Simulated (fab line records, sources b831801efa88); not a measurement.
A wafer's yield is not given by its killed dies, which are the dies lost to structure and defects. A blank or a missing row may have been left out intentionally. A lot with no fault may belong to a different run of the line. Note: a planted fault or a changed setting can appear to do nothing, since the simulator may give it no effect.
A lot that was struck, set against a sound lot / flow sky130 / 17 steps out of a route of 708
Sound: the wafers L483.1, L483.4, L483.5. Struck: wafers L501.1, L501.2, L501.4. The cause is given at the end.
Order at every step that has rows: each side's tool, ch and its chambers, its first start. Under that, the readings that differ: sound wafers / struck wafers / difference of the means / sigmas: that difference in standard deviations of wafers without a fault.
alike: readings with means less than 2 such deviations apart, plus words and numbers identical on both sides. not compared: withheld readings, readings lacking a value on some wafer, bounds such as >300 that could conceal the same value, and numbers that have no deviation in the record and whose values overlap.
Wherever a step has rows on one side only, a row that says differs or no value, or a row with sigmas, the two part there. Numbers that have no deviation but don't overlap get no sigmas and don't part them. A reading that every wafer of one side lacks parts them only if that side has two wafers or more.

first, 4 steps without rows for these wafers: SKY_LDD_LDN_SOFTBAKE_03 (time 60 s); SKY_LDD_LDN_EXPOSE_04 (exposes mask LDNTM, target cd 700 nm); SKY_LDD_LDN_PEB_05; SKY_LDD_LDN_DEVELOP_06 (develop time 60 s).
SKY_LDD_LDN_OVL_MEAS_07:
  sound on overlay-02, day 23 09:11; struck on overlay-02, day 29 13:59
  alike: LDD_LDN_OVL
then, 4 steps without rows for these wafers: SKY_LDD_LDN_IMPLANT_08; SKY_LDD_LDN_IMPLANT_09; SKY_LDD_LDN_IMPLANT_10; SKY_LDD_LDN_IMPLANT_11.
SKY_LDD_LDN_STRIP_12: strips in O2/N2.
  sound on plasma_asher-01 ch 0,1, day 23 09:49; struck on plasma_asher-04 ch 0,1, day 29 14:38
  alike: drypump_motor_current_A, oes_product_au, strip_time_to_endpoint_s
  not compared: rf_hours_counter_h
SKY_LDD_LDN_TW_MEAS_13:
  sound on film_metro-03, day 23 09:55; struck on film_metro-01, day 29 14:44
  alike: LDD_LDN_TW
then, 1 step without rows for these wafers: SKY_LDD_LDN_CLEAN_14 (cleans in SC1/SC2, time 150 s).
SKY_SPACER_CVD_00: deposits Si3N4 from DCS/NH3, target thk 43.1 nm, time 740 s.
  sound on lpcvd-02 ch 0, day 23 10:02; struck on lpcvd-02 ch 0, day 29 17:03
reading=model.Si3N4_of_SPACER_CVD_00.thk_nm (nm); sound=42.72 42.76 43.09; struck=56.51 56.49 56.81; difference=+13.75; sigmas=
  alike: zone_power_centre_pct, zone_power_top_pct
SKY_SPACER_THK_MEAS_01:
  sound on film_metro-02, day 23 11:15; struck on film_metro-02, day 29 18:52
reading=SPACER_CVD_00_THK (nm); sound=42.7 42.8 43.1; struck=56.5 56.5 56.8; difference=+13.7; sigmas=+39
SKY_SPACER_ETCHBACK_02: etches Si3N4 in CH3F/O2, stops on SiO2, time 46.7 s, target depth 45 nm.
  sound on rie_diel-04 ch 0,1,2, day 23 11:19; struck on rie_diel-01 ch 1,2,3, day 29 18:55
reading=oes_product_au (a.u.); sound=0.849 0.848 0.850; struck=0.985 0.990 0.985; difference=+0.138; sigmas=+22
reading=model.etch.depth_nm (nm); sound=42.72 42.76 43.09; struck=54.2 55.77 55.74; difference=+12.4; sigmas=
  alike: drypump_motor_current_A, throttle_valve_pct
  not compared: rf_hours_counter_h
then, 1 step without rows for these wafers: SKY_POLY_CUT_DEHYDRATE_00 (time 60 s).
-- the record jumps here: 20 days lie between the struck wafers' starts before and after (it left off in module POLY_CUT and takes up again in module PAD_OPEN, whose first step shown is number 708 of the route) --
SKY_PAD_OPEN_PROBE_99:
  sound on prober-02, day 46 01:50; struck on prober-01, day 50 05:39
reading=killed_at_front_end; sound=7 16 19; struck=406 299 350; difference=+338; sigmas=+73
reading=killed_dies; sound=99 94 90; struck=474 369 413; difference=+324; sigmas=+34
reading=killed_on_rim; sound=11 18 16; struck=91 58 96; difference=+67; sigmas=+19
  alike: killed_at_M0_to_M3, killed_at_M4_up, killed_at_contacts, killed_at_other, killed_open, killed_short

## WHERE THEY PART
First at SKY_SPACER_THK_MEAS_01; last, within this record, at SKY_PAD_OPEN_PROBE_99.

WHY: the cause the simulator had injected
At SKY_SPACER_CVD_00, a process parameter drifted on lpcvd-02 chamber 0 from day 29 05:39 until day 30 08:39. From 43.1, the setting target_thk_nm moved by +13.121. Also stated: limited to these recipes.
